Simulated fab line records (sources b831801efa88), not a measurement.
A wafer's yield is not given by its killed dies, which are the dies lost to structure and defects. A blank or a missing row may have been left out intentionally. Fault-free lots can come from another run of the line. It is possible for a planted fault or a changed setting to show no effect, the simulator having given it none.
Lot-split experiment | flow sky130 | 23 wafers read from 5 lots, route of 708 steps

== THE SPLIT ==
At SKY_GATE_OXIDE_OXIDATION_01 (stabilise 600 s, purge 300 s, target thk 10.268 nm), the setting tempC was moved away from the recipe's 900 C on 10 of the 23 wafers read, by +1.7% to +2.6%. The other wafers ran this setting at the recipe's value.

There is no step in the file separating the split from the reading.

== THE READING ==
GATE_OXIDE_OXIDATION_00_THK (nm), taken at SKY_GATE_OXIDE_THK_MEAS_02. Fault-free wafers of this fab line usually give 10.29 nm, standard deviation 0.2 nm.

wafer  | tool, chamber at the split | tempC as run, C | against the recipe | GATE_OXIDE_OXIDATION_00_THK, nm | against lot-mates on the recipe
L074.1 | -, -                       | 915             | +1.7%              | 12.23                           | no lot-mate on the recipe
L074.2 | -, -                       | 915             | +1.7%              | 12.13                           | no lot-mate on the recipe
L074.4 | -, -                       | 915             | +1.7%              | 12.18                           | no lot-mate on the recipe
L074.5 | -, -                       | 915             | +1.7%              | 12.18                           | no lot-mate on the recipe
L074.6 | -, -                       | 915             | +1.7%              | 12.19                           | no lot-mate on the recipe
L077.1 | -, -                       | 900             | recipe             | 10.56                           | -
L077.2 | -, -                       | 900             | recipe             | 10.52                           | -
L077.3 | -, -                       | 900             | recipe             | 10.58                           | -
L077.4 | -, -                       | 900             | recipe             | 10.76                           | -
L077.6 | -, -                       | 900             | recipe             | 10.57                           | -
L081.1 | -, -                       | 900             | recipe             | 10.59                           | -
L081.2 | -, -                       | 900             | recipe             | 10.47                           | -
L081.4 | -, -                       | 900             | recipe             | 10.16                           | -
L081.5 | -, -                       | 900             | recipe             | 10.21                           | -
L081.6 | -, -                       | 900             | recipe             | 10.26                           | -
L083.4 | furnace-02, 0              | 900             | recipe             | 10.10                           | -
L083.5 | furnace-02, 0              | 900             | recipe             | 9.90                            | -
L083.6 | furnace-02, 0              | 900             | recipe             | 9.94                            | -
L085.1 | -, -                       | 923.1           | +2.6%              | 12.83                           | no lot-mate on the recipe
L085.2 | -, -                       | 923.1           | +2.6%              | 12.97                           | no lot-mate on the recipe
L085.3 | -, -                       | 923.1           | +2.6%              | 12.83                           | no lot-mate on the recipe
L085.4 | -, -                       | 923.1           | +2.6%              | 13.01                           | no lot-mate on the recipe
L085.6 | -, -                       | 923.1           | +2.6%              | 12.85                           | no lot-mate on the recipe

THE FIT
A straight line over all 23 wafers: GATE_OXIDE_OXIDATION_00_THK changes by +1.01 nm for each +1% of tempC; r = +0.98; the points scatter about the line by 0.22 nm.
Too few moved wafers have a lot-mate on the recipe to fit a line with each lot's own level taken away.

== THE WHOLE CHAIN: every reading that the file lists as answering this split, in the file's order ==
step                        | what it does                                       | reading                                                                                | change (the file's fit)               | r (the file's)
SKY_GATE_OXIDE_OXIDATION_01 | stabilise 600 s, purge 300 s, target thk 10.268 nm | SiO2_of_GATE_OXIDE_OXIDATION_01.thkNm (the simulator's own value, which no gauge read) | +1.01 nm for each +1% of the setting  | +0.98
SKY_GATE_OXIDE_THK_MEAS_02  |                                                    | GATE_OXIDE_OXIDATION_00_THK                                                            | +1.02 for each +1% of the setting     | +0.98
SKY_GATE_OXIDE_OXIDATION_16 | stabilise 600 s, purge 300 s, target thk 3.57 nm   | SiO2_of_GATE_OXIDE_OXIDATION_01.thkNm (the simulator's own value, which no gauge read) | +0.942 nm for each +1% of the setting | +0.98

== THE FILE'S OWN FIT ==
GATE_OXIDE_OXIDATION_00_THK changes by +1.02 nm for each +1% of tempC, r = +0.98.
